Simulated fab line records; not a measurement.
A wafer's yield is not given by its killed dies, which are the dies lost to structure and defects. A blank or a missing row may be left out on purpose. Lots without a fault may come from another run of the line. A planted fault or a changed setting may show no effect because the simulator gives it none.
What tool caused it?	flow gf180mcu	Sampling: 7 lots, 21 wafers, 2 of 602 route steps

## WHAT THE GAUGES READ, wafer by wafer
GF_VT_IMPLANT_TW_MEAS_10.
lot	measured	on	VT_IMPLANT_TW
L264	day 5 21:13	film_metro-04	565 562 561
L266	day 6 09:24	film_metro-04	567 568 566
L270	day 7 10:43	film_metro-04	566 565 568
L274	day 8 13:06	film_metro-03	567 565 565
L279	day 9 18:42	film_metro-03	570 571 571
L284	day 11 02:11	film_metro-03	554 555 556
L286	day 11 18:03	film_metro-03	552 553 551

## EACH LOT AND THE TOOL THAT RAN IT (in order: tool; ch and the chambers of the sampled wafers; start)
lot	GF_VT_IMPLANT_IMPLANT_08
L264	implanter-04 ch 0, day 5 20:59
L266	implanter-04 ch 0, day 6 09:09
L270	implanter-01 ch 0, day 7 10:29
L274	implanter-01 ch 0, day 8 12:51
L279	implanter-04 ch 0, day 9 18:27
L284	implanter-04 ch 0, day 11 01:58
L286	implanter-04 ch 0, day 11 17:48
- GF_VT_IMPLANT_IMPLANT_08

## THE ANSWER, worked out from the rows above alone
Rule: what is usual is taken from the lots themselves. The widest of any qualifying gaps counts: lots, ordered by their means at a reading, are off when they make up no more than a third of the lots, leave a main group of 4 or more, and stand apart from it by 3 or more times the standard deviation of that group's means. A main group whose means are all the same, to the digits that the tables above print for the reading, isn't used. Also off: a lot with no number at a reading for which 4 or more lots have one. The other lots that the step has rows for count as sound.
Across all readings shown, no lot is off: no conclusion can be drawn from this.

## WHAT THE SIMULATOR HAD INSERTED
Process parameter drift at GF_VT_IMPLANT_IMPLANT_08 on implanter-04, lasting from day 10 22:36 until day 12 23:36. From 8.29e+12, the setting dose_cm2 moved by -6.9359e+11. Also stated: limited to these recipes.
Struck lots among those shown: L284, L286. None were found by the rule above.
